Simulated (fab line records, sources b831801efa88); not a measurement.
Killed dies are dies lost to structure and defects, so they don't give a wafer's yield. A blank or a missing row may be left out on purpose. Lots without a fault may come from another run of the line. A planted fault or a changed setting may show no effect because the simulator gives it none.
A struck lot beside a sound one | flow sky130 | 15 steps out of a route of 708
Sound: wafers L529.1, L529.3, L529.4. Struck: wafers L523.1, L523.2, L523.5. The cause comes at the end.
At each step with rows: each side's tool, then ch and its chambers, then its first start. Under that, the readings that differ: sound wafers | struck wafers | difference of the means | sigmas: that difference in standard deviations of wafers without a fault.
alike: readings whose means differ by less than 2 such deviations, and words and numbers that are the same on both sides. not compared: withheld readings, readings that some wafer has no value for, bounds like >300 that may hide the same value, and numbers for which the record gives no deviation and whose values overlap.
The two part at a step that has a row with sigmas, a row that says differs or no value, or rows on one side only. Numbers that don't overlap but have no deviation are shown without sigmas and don't part them. A reading that every wafer of one side lacks parts them only if that side has two wafers or more.

first, 4 steps without rows for these wafers: SKY_LDD_N_SOFTBAKE_03 (time 60 s); SKY_LDD_N_EXPOSE_04 (exposes mask NTM, target cd 840 nm); SKY_LDD_N_PEB_05; SKY_LDD_N_DEVELOP_06 (develop time 60 s).
SKY_LDD_N_OVL_MEAS_07:
  sound on overlay-01, day 24 13:19; struck on overlay-02, day 22 21:58
  alike: LDD_N_OVL
then, 7 steps without rows for these wafers: SKY_LDD_N_IMPLANT_08; SKY_LDD_N_IMPLANT_09; SKY_LDD_N_IMPLANT_10; SKY_LDD_N_IMPLANT_11; SKY_LDD_N_IMPLANT_12; SKY_LDD_N_IMPLANT_13; SKY_LDD_N_IMPLANT_14.
SKY_LDD_N_IMPLANT_15:
  sound on implanter-03 ch 0, day 24 14:24; struck on implanter-02 ch 0, day 22 23:04
  reading            | sound                        | struck                        | difference | sigmas
  dose_ions_cm2      | 4.99e+12 4.986e+12 4.993e+12 | 3.153e+12 3.156e+12 3.161e+12 | -1.833e+12 | -99 or more
  faraday_current_uA | 28.7 28.3 28.2               | 18.0 17.1 18.2                | -10.6      | -20
SKY_LDD_N_STRIP_16: strips in O2/N2.
  sound on plasma_asher-03 ch 0,1, day 24 14:33; struck on plasma_asher-03 ch 0,1, day 22 23:13
  alike: drypump_motor_current_A, oes_product_au, strip_time_to_endpoint_s
  not compared: rf_hours_counter_h
-- the record jumps here: 26 days lie between the struck wafers' starts before and after (it left off in module LDD_N and takes up again in module PAD_OPEN, whose first step shown is number 708 of the route) --
SKY_PAD_OPEN_PROBE_99:
  sound on prober-02, day 50 03:39; struck on prober-02, day 49 02:41
  reading                                   | sound                | struck               | difference | sigmas
  killed_at_contacts                        | 28 29 34             | 14 18 18             | -14        | -2
  killed_at_other                           | 2 2 2                | 1 0 0                | -2         | -3
  model.etest.nfet_01v8_turned.vt_sat_v (V) | 0.6496 0.6545 0.6446 | 0.6333 0.6313 0.6304 | -0.0179    |
  model.etest.nfet_01v8_turned.vt_v (V)     | 0.7047 0.7036 0.7001 | 0.6955 0.6996 0.697  | -0.0054    |
  alike: killed_at_M0_to_M3, killed_at_M4_up, killed_at_front_end, killed_dies, killed_open, killed_short

WHERE THEY PART
First at SKY_LDD_N_IMPLANT_15; last, within this record, at SKY_PAD_OPEN_PROBE_99.

WHY: what the simulator had put in
Process parameter drift: implanter-02, from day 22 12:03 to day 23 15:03, at SKY_LDD_N_IMPLANT_15. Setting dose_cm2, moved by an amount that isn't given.
